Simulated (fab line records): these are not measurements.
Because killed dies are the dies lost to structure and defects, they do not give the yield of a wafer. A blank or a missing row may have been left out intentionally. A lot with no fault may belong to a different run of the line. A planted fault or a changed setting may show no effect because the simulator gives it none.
Chamber matching    flow sky130    SKY_CONTACT_CVD_00 on pecvd-01: 3 sister chambers
The step deposits Si3N4, target thk 75 nm. 14 wafers are shown with their chamber, then 7 later ones without.

WAFERS, EACH WITH ITS CHAMBER
wafer   chamber  heaterPowerW (W)
L110.4  2        740
L110.5  1        743
L110.6  0        724
L111.3  0        790
L111.4  2        837
L111.5  1        720
L112.3  1        772
L112.5  0        774
L112.6  1        773
L114.1  2        792
L114.3  2        776
L114.5  0        715
L117.1  2        797
L117.4  0        750

SIGNATURES, as means of the wafers listed above
reading       chamber 0  chamber 1  chamber 2  scatter within a chamber
heaterPowerW  750.60     752.00     788.40     31.6
Rule: a wafer lies at a distance from a chamber equal to the root of the sum of squares, over the readings, of (its reading less the chamber's mean, divided by the reading's scatter). The wafer belongs to the nearest chamber; if the next one is less than 2 further off, it can't be placed. The scatter is the square root of a quotient: the sum, over the shown wafers, of each reading's squared deviation from its chamber's mean, divided by wafers minus chambers.

WAFERS MISSING THEIR CHAMBER
wafer   heaterPowerW (W)
L117.6  818
L118.1  634
L118.3  714
L118.4  638
L130.1  779
L130.3  804
L130.5  701

THE CHAMBER EACH PASSED THROUGH
wafer   from the rows above           in truth
L117.6  can't be placed: 2 or 1 or 0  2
L118.1  can't be placed: 0 or 1 or 2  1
L118.3  can't be placed: 0 or 1 or 2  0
L118.4  can't be placed: 0 or 1 or 2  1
L130.1  can't be placed: 2 or 1 or 0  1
L130.3  can't be placed: 2 or 1 or 0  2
L130.5  can't be placed: 0 or 1 or 2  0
Placed correctly: 0 of 7. From these rows, 7 cannot be placed; in 7 the true chamber is one of the candidates. Number placed wrongly: 0.
